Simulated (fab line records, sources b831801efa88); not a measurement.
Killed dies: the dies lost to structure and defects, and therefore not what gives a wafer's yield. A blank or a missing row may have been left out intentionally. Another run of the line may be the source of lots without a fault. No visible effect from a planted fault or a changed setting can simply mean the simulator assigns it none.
fab line records | flow sfq-line
record lots=6 | wafers=18 | last-day=79
route steps=325 shown M3@122 I3@133
lots that met no fault: from a run of the same line without faults
start-h: hours from the record's opening day to when the first of the lot's shown wafers began | wait-h: how many hours have passed since the lot's step before this one | " unchanged from the row above | L1.1+2: a single row standing in for several wafers | - no value, or no start given | * or withheld: withheld | < > ~ a bound
route shown NAME@n: names a module that has steps shown in the file, with the first one's number in the route | usual: mean/standard deviation of fault-free wafers | same: alike in all rows | chamber/n: place in a boat | sites: each site's reading | _std_site: the values' standard deviation | _edge_site: mean of outer sites minus mean of inner sites | radius-mm: how far each site lies from the wafer's centre | mask NAME#n: copy n | behind: the last tool/chamber to shape the wafer | hold: the reason the lot was held/the length of the hold in hours/how it ended | device: names the non-switching transistor (n, p or np) | end of line: the tests these same wafers got at the end of their route | a step with no rows: only its recipe | killed: dies lost to structure and defects at the first sort, not the wafer's yield | map: shows each die of a wafer: x if killed, . if not, _ if none is there
set.NAME: the setting that was run; set.NAME@STEP: the one run at that earlier step | model.NAME: the simulator's own value behind a step, which no gauge read
lots at selected steps of the route; one table per step, one row per wafer
services: from which hour (start-h, from the record's first day; less than 0 if before it) a tool's chamber was out of use, for how many hours, and why
## steps
# step SFQ_TRILAYER_M3_LITHO_COAT_080
# recipe resist=BARC | spin-rpm=3000 | resist-thk-nm=62
# step SFQ_TRILAYER_M3_LITHO_COAT_075
# recipe resist=KrF | spin-rpm=3000 | resist-thk-nm=600
# step SFQ_TRILAYER_M3_LITHO_SOFTBAKE_079
# recipe temp-c=withheld | time-s=withheld | resist=KrF
# step SFQ_TRILAYER_M3_LITHO_EXPOSE_076
# recipe mask-id=M3 | na=0.6 | source-shape=conventional | sigma-outer=0.65 | target-cd-nm=500 | dose-mj=14.4
# step SFQ_TRILAYER_M3_LITHO_PEB_078
# recipe peb-temp-c=115 | peb-time-s=60 | resist=KrF
# step SFQ_TRILAYER_M3_LITHO_DEVELOP_077
# recipe time-s=60 | resist=KrF
# step SFQ_M3_OVL_MEAS_921
# usual M3_OVL=1/4.5
lot.wafer | tool       | chamber | start-h | wait-h | M3_OVL[nm]
L834.2    | overlay-02 | -       | 566.91  | 0.1    | 1
L834.3    | "          | -       | "       | "      | 0
L834.5    | "          | -       | "       | "      | 1
L835.3    | overlay-01 | -       | 583.81  | 0.1    | 1
L835.5    | "          | -       | "       | "      | -2
L835.6    | "          | -       | "       | "      | 4
L838.1    | overlay-02 | -       | 750.92  | 0.1    | -1
L838.2    | "          | -       | "       | "      | 2
L838.3    | "          | -       | "       | "      | 3
L839.1    | overlay-02 | -       | 756.92  | 0.1    | -7
L839.4    | "          | -       | "       | "      | -3
L839.6    | "          | -       | "       | "      | -3
L853.1    | overlay-02 | -       | 1113.66 | 0.1    | 2
L853.4    | "          | -       | "       | "      | 0
L853.6    | "          | -       | "       | "      | -3
L855.1    | overlay-02 | -       | 1144.39 | 0.1    | 0
L855.4    | "          | -       | "       | "      | 1
L855.5    | "          | -       | "       | "      | 2
# step SFQ_TRILAYER_M3_BARC_OPEN_METAL_ETCH_100
# recipe mask-material=PR | chemistry=O2 | target-depth-nm=125 | target=BARC | icp-w=600 | bias-w=80 | pressure-mtorr=10 | time-s=41.7
# usual bias-w=80.03/0.25 | drypump-motor-current-A=5.9/0.53 | oes-product-au=0.685/0.0046 | rf-fwd-power-W=594.0/2.1
# same time-s=41.7
lot.wafer | tool         | chamber | start-h | wait-h | bias-w | drypump-motor-current-A | oes-product-au | rf-fwd-power-W | rf-hours-counter-h
L834.2    | rie-metal-03 | 0       | 566.94  | 0.0    | 80.09  | 6.3                     | 0.686          | 594.5          | 51
L834.3    | "            | 1       | "       | "      | 80.17  | 6.4                     | 0.687          | 590.7          | -
L834.5    | "            | 0       | "       | "      | 79.81  | 6.3                     | 0.680          | 595.0          | -
L835.3    | rie-metal-03 | 1       | 583.86  | 0.0    | 79.81  | 6.4                     | 0.694          | 592.6          | -
L835.5    | "            | 0       | "       | "      | 80.15  | 6.3                     | 0.677          | 596.5          | -
L835.6    | "            | 1       | "       | "      | 80.04  | 6.5                     | 0.689          | 591.2          | -
L838.1    | rie-metal-01 | 1       | 750.95  | 0.0    | 80.26  | 6.0                     | 0.680          | 593.8          | 53
L838.2    | "            | 0       | "       | "      | 79.63  | 5.8                     | 0.688          | 592.0          | 24
L838.3    | "            | 1       | "       | "      | 79.78  | 6.1                     | 0.687          | 592.3          | -
L839.1    | rie-metal-03 | 0       | 756.95  | 0.0    | 79.57  | 6.3                     | 0.684          | 593.1          | 77
L839.4    | "            | 1       | "       | "      | 79.98  | 6.5                     | 0.676          | 588.8          | -
L839.6    | "            | 1       | "       | "      | 79.86  | 6.4                     | 0.688          | 591.7          | -
L853.1    | rie-metal-01 | 1       | 1113.69 | 0.0    | 80.24  | 6.1                     | 0.688          | 595.4          | 106
L853.4    | "            | 0       | "       | "      | 79.80  | 5.9                     | 0.684          | 594.4          | -
L853.6    | "            | 0       | "       | "      | 79.68  | 5.8                     | 0.684          | 594.9          | -
L855.1    | rie-metal-03 | 0       | 1144.43 | 0.0    | 80.26  | 6.3                     | 0.685          | 591.7          | 144
L855.4    | "            | 1       | "       | "      | 80.66  | 6.4                     | 0.682          | 589.7          | -
L855.5    | "            | 1       | "       | "      | 79.85  | 6.4                     | 0.685          | 590.1          | -
# step SFQ_TRILAYER_M3_ETCH_METAL_ETCH_078
# recipe target=Nb | stop-on=SiO2 | mask-material=PR | chemistry=Cl2/Ar | target-depth-nm=240 | icp-w=600 | bias-w=80 | pressure-mtorr=10 | time-s=120
# usual bias-w=79.98/0.25 | drypump-motor-current-A=5.9/0.53 | oes-product-au=0.894/0.0068 | rf-fwd-power-W=597.5/1.9
# same time-s=120
lot.wafer | tool         | chamber | start-h | wait-h | bias-w | drypump-motor-current-A | oes-product-au | rf-fwd-power-W | rf-hours-counter-h
L834.2    | rie-metal-03 | 0       | 567.00  | 0.0    | 80.33  | 6.3                     | 0.890          | 598.1          | 51
L834.3    | "            | 1       | "       | "      | 79.52  | 6.5                     | 0.886          | 596.3          | -
L834.5    | "            | 0       | "       | "      | 79.94  | 6.3                     | 0.893          | 595.6          | -
L835.3    | rie-metal-03 | 1       | 583.94  | 0.1    | 80.17  | 6.4                     | 0.896          | 596.8          | -
L835.5    | "            | 0       | "       | "      | 80.00  | 6.3                     | 0.889          | 599.7          | -
L835.6    | "            | 1       | "       | "      | 80.00  | 6.4                     | 0.890          | 596.8          | -
L838.1    | rie-metal-01 | 1       | 751.01  | 0.0    | 80.18  | 6.0                     | 0.904          | 595.7          | 53
L838.2    | "            | 0       | "       | "      | 79.69  | 5.9                     | 0.907          | 595.4          | 24
L838.3    | "            | 1       | "       | "      | 79.91  | 6.1                     | 0.894          | 594.5          | -
L839.1    | rie-metal-03 | 0       | 757.01  | 0.0    | 79.86  | 6.3                     | 0.890          | 601.7          | 77
L839.4    | "            | 1       | "       | "      | 80.02  | 6.4                     | 0.889          | 597.6          | -
L839.6    | "            | 1       | "       | "      | 79.84  | 6.5                     | 0.887          | 595.8          | -
L853.1    | rie-metal-01 | 1       | 1113.75 | 0.0    | 80.40  | 6.0                     | 0.889          | 600.1          | 106
L853.4    | "            | 0       | "       | "      | 80.25  | 5.8                     | 0.890          | 599.1          | -
L853.6    | "            | 0       | "       | "      | 80.11  | 5.8                     | 0.891          | 598.3          | -
L855.1    | rie-metal-03 | 0       | 1144.49 | 0.0    | 79.93  | 6.3                     | 0.916          | 597.4          | 144
L855.4    | "            | 1       | "       | "      | 79.85  | 6.5                     | 0.898          | 597.2          | -
L855.5    | "            | 1       | "       | "      | 79.67  | 6.5                     | 0.897          | 595.9          | -
# step SFQ_TRILAYER_M3_STRIP_STRIP_079
# recipe gas=O2 | power-w=200 | platen-temp-c=40 | overash-fraction=0.65 | chemistry=O2 | pressure-mtorr=50
# usual drypump-motor-current-A=5.9/0.53 | oes-product-au=0.999/0.0099
lot.wafer | tool         | chamber | start-h | wait-h | drypump-motor-current-A | oes-product-au | rf-hours-counter-h
L834.2    | rie-metal-03 | 0       | 567.12  | 0.1    | 6.3                     | 0.985          | 51
L834.3    | "            | 1       | "       | "      | 6.5                     | 1.013          | -
L834.5    | "            | 0       | "       | "      | 6.3                     | 1.004          | -
L835.3    | rie-metal-03 | 1       | 584.22  | 0.2    | 6.5                     | 1.006          | -
L835.5    | "            | 0       | "       | "      | 6.3                     | 0.999          | -
L835.6    | "            | 1       | "       | "      | 6.4                     | 1.002          | -
L838.1    | rie-metal-01 | 1       | 751.14  | 0.1    | 6.1                     | 0.997          | 54
L838.2    | "            | 0       | "       | "      | 5.8                     | 0.987          | 24
L838.3    | "            | 1       | "       | "      | 6.0                     | 0.998          | -
L839.1    | rie-metal-03 | 0       | 757.14  | 0.1    | 6.3                     | 0.994          | 77
L839.4    | "            | 1       | "       | "      | 6.4                     | 1.001          | -
L839.6    | "            | 1       | "       | "      | 6.4                     | 1.002          | -
L853.1    | rie-metal-01 | 1       | 1113.88 | 0.1    | 6.1                     | 0.998          | 106
L853.4    | "            | 0       | "       | "      | 5.9                     | 0.984          | -
L853.6    | "            | 0       | "       | "      | 5.9                     | 0.988          | -
L855.1    | rie-metal-03 | 0       | 1144.61 | 0.1    | 6.3                     | 0.997          | 144
L855.4    | "            | 1       | "       | "      | 6.4                     | 1.000          | -
L855.5    | "            | 1       | "       | "      | 6.4                     | 1.007          | -
# step SFQ_TRILAYER_M3_STRIP_SOLV_CLEAN_080
# recipe chemistry=NMP | temp-c=70 | time-s=600
# step SFQ_TRILAYER_I3_DEP_PECVD_081
# recipe material=SiO2 | temp-c=150 | time-s=111.11 | pressure-torr=2.4 | rf-w=183.3 | precursor=SiH4/N2O | target-thk-nm=500
# usual heater-power-outer-w=32/14 | heater-power-w=86/22 | rf-fwd-power-W=182.4/0.52 | showerhead-vpp-V=832/35 | throttle-valve-pct=24.6/1.7
# same time-s=111.11
lot.wafer | tool     | chamber | start-h | wait-h | heater-power-outer-w | heater-power-w | rf-fwd-power-W | showerhead-vpp-V | throttle-valve-pct | model.SiO2_of_TRILAYER_I3_DEP_PECVD_081.thk-nm
L834.2    | pecvd-04 | 1       | 567.90  | 0.0    | 53                   | 131            | 182.7          | 832              | 24.5               | 487.3
L834.3    | "        | 2       | "       | "      | 47                   | 105            | 182.5          | 806              | 24.1               | 487.4
L834.5    | "        | 1       | "       | "      | 57                   | 132            | 182.7          | 853              | 23.7               | 493
L835.3    | pecvd-03 | 1       | 584.81  | 0.0    | 35                   | 81             | 183.1          | 768              | 25.1               | 496.9
L835.5    | "        | 1       | "       | "      | 38                   | 84             | 181.8          | 778              | 25.4               | 504.8
L835.6    | "        | 2       | "       | "      | 34                   | 81             | 182.3          | 796              | 27.3               | 494.6
L838.1    | pecvd-04 | 1       | 751.91  | 0.0    | 23                   | 87             | 256.9          | 971              | 24.3               | 548.6
L838.2    | "        | 2       | "       | "      | 19                   | 67             | 256.1          | 967              | 23.8               | 548.7
L838.3    | "        | 0       | "       | "      | 0                    | 30             | 256.7          | 1062             | 24.9               | 550.4
L839.1    | pecvd-04 | 0       | 757.91  | 0.0    | 0                    | 28             | 255.5          | 1053             | 24.7               | 556.5
L839.4    | "        | 0       | "       | "      | 0                    | 30             | 255.4          | 1054             | 24.7               | 559.8
L839.6    | "        | 2       | "       | "      | 30                   | 83             | 256.3          | 951              | 23.8               | 558.9
L853.1    | pecvd-04 | 2       | 1114.65 | 0.0    | 52                   | 108            | 182.4          | 806              | 22.6               | 488.1
L853.4    | "        | 1       | "       | "      | 36                   | 106            | 183.0          | 845              | 23.6               | 497.6
L853.6    | "        | 2       | "       | "      | 38                   | 91             | 181.6          | 816              | 22.8               | 494.6
L855.1    | pecvd-04 | 0       | 1145.39 | 0.0    | 19                   | 63             | 181.8          | 897              | 23.3               | 498.5
L855.4    | "        | 1       | "       | "      | 50                   | 123            | 183.2          | 834              | 23.4               | 506
L855.5    | "        | 2       | "       | "      | 46                   | 101            | 181.7          | 815              | 22.8               | 500.4
# step SFQ_TRILAYER_I3_CMP_CMP_082
# recipe material=SiO2 | down-force-psi=3 | platen-rpm=60 | pad-velocity-m-s=0.94248
# usual motor-current-A=10.1/0.95 | retaining-ring-pressure-frac=1.000/0.0052 | time-to-endpoint-s=212/8.3
lot.wafer | tool   | chamber | start-h | wait-h | motor-current-A | retaining-ring-pressure-frac | time-to-endpoint-s
L834.3    | cmp-02 | 1       | 581.88  | 13.9   | 8.2             | 0.997                        | 215
L834.2    | "      | 2       | "       | "      | 10.5            | 1.000                        | 200
L834.5    | "      | 2       | 584.38  | 16.4   | 10.5            | 0.993                        | 208
L835.3    | cmp-02 | 2       | 595.38  | 10.5   | 11.0            | 1.003                        | 201
L835.6    | "      | 3       | "       | "      | 10.1            | 1.003                        | 212
L835.5    | "      | 0       | "       | "      | 9.6             | 0.997                        | 215
L838.2    | cmp-01 | 1       | 753.79  | 1.8    | 12.2            | 1.004                        | 238
L838.3    | "      | 2       | "       | "      | 9.2             | 1.006                        | 249
L838.1    | "      | 0       | 755.29  | 3.3    | 10.5            | 1.002                        | 236
L839.4    | cmp-01 | 0       | 759.79  | 1.8    | 10.4            | 1.004                        | 246
L839.1    | "      | 3       | 761.29  | 3.3    | 10.2            | 1.004                        | 257
L839.6    | "      | 1       | 762.29  | 4.3    | 11.5            | 1.006                        | 247
L853.1    | cmp-01 | 1       | 1135.33 | 20.6   | 11.3            | 1.001                        | 202
L853.4    | "      | 2       | "       | "      | 9.2             | 1.001                        | 200
L853.6    | "      | 0       | 1136.83 | 22.1   | 10.8            | 1.000                        | 201
L855.1    | cmp-01 | 1       | 1159.33 | 13.9   | 12.6            | 0.996                        | 205
L855.4    | "      | 3       | 1160.33 | 14.9   | 9.8             | 0.997                        | 217
L855.5    | "      | 0       | "       | "      | 10.7            | 0.983                        | 202
# step SFQ_I3_BOW_MEAS_922
# recipe mode=bow
# usual I3_BOW=4/7.7
lot.wafer | tool          | chamber | start-h | wait-h | I3_BOW[um]
L834.2    | film-metro-04 | -       | 584.90  | 2.0    | 8
L834.3    | "             | -       | "       | "      | 4
L834.5    | "             | -       | "       | "      | 1
L835.3    | film-metro-04 | -       | 596.92  | 1.0    | -4
L835.5    | "             | -       | "       | "      | 7
L835.6    | "             | -       | "       | "      | 9
L838.1    | film-metro-04 | -       | 756.79  | 1.0    | 2
L838.2    | "             | -       | "       | "      | 14
L838.3    | "             | -       | "       | "      | 1
L839.1    | film-metro-04 | -       | 762.79  | 1.0    | 22
L839.4    | "             | -       | "       | "      | 4
L839.6    | "             | -       | "       | "      | 7
L853.1    | film-metro-04 | -       | 1137.83 | 2.0    | 11
L853.4    | "             | -       | "       | "      | 15
L853.6    | "             | -       | "       | "      | 4
L855.1    | film-metro-04 | -       | 1161.83 | 2.0    | -5
L855.4    | "             | -       | "       | "      | 1
L855.5    | "             | -       | "       | "      | 9
## services
tool         | chamber | start-h | hours | kind
pecvd-04     | -       | 559.21  | 1.5   | repair
rie-metal-03 | -       | 571.23  | 2.8   | pm
cmp-01       | -       | 574.19  | 4.0   | pm
rie-metal-01 | 1       | 577.41  | 1.2   | repair
pecvd-04     | -       | 601.25  | 1.7   | repair
pecvd-04     | -       | 608.40  | 6.0   | pm
cmp-01       | -       | 618.03  | 5.3   | pm
cmp-01       | -       | 641.97  | 0.7   | repair
cmp-01       | -       | 643.64  | 0.5   | repair
cmp-01       | -       | 699.27  | 0.7   | repair
pecvd-04     | 0       | 722.22  | 3.4   | repair
cmp-01       | -       | 729.49  | 1.8   | repair
rie-metal-01 | 1       | 745.96  | 3.2   | repair
rie-metal-01 | 1       | 784.84  | 14.5  | repair
pecvd-04     | -       | 786.80  | 2.8   | pm
cmp-01       | -       | 797.77  | 0.5   | repair
pecvd-04     | 2       | 821.76  | 5.4   | repair
pecvd-04     | -       | 933.25  | 14.0  | pm
pecvd-04     | 2       | 1033.27 | 4.6   | repair
pecvd-04     | 0       | 1033.60 | 9.4   | repair
rie-metal-01 | -       | 1082.09 | 14.6  | pm
rie-metal-03 | 1       | 1107.29 | 2.8   | repair
rie-metal-01 | -       | 1154.84 | 28.1  | pm
pecvd-04     | -       | 1158.00 | 0.9   | repair
## key
first-sign step=SFQ_TRILAYER_I3_DEP_PECVD_081 | reading=rf-fwd-power-W | direction=up | sigmas=99+ | usual=182.4 | struck=256.1
effect step=SFQ_TRILAYER_I3_DEP_PECVD_081 | reading=showerhead-vpp-V | direction=up | sigmas=5 | usual=832 | struck=1010
effect step=SFQ_TRILAYER_I3_CMP_CMP_082 | reading=time-to-endpoint-s | direction=up | sigmas=4 | usual=* | struck=*
model-effect step=SFQ_TRILAYER_I3_DEP_PECVD_081 | value=SiO2_of_TRILAYER_I3_DEP_PECVD_081.thk-nm | without=500.8 | struck=553.8
met-at SFQ_TRILAYER_I3_DEP_PECVD_081
struck-wafers L838.1,L838.2,L838.3,L839.1,L839.4,L839.6
onset-between 567.90 751.91
fault kind=process-parameter-drift | tool=pecvd-04 | chamber=- | onset-h=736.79 | steps=SFQ_TRILAYER_I3_DEP_PECVD_081 | channel=rf-w | offset=73.32 | shape=step | end-h=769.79 | acts-in=these-recipes-only | stated=183.3
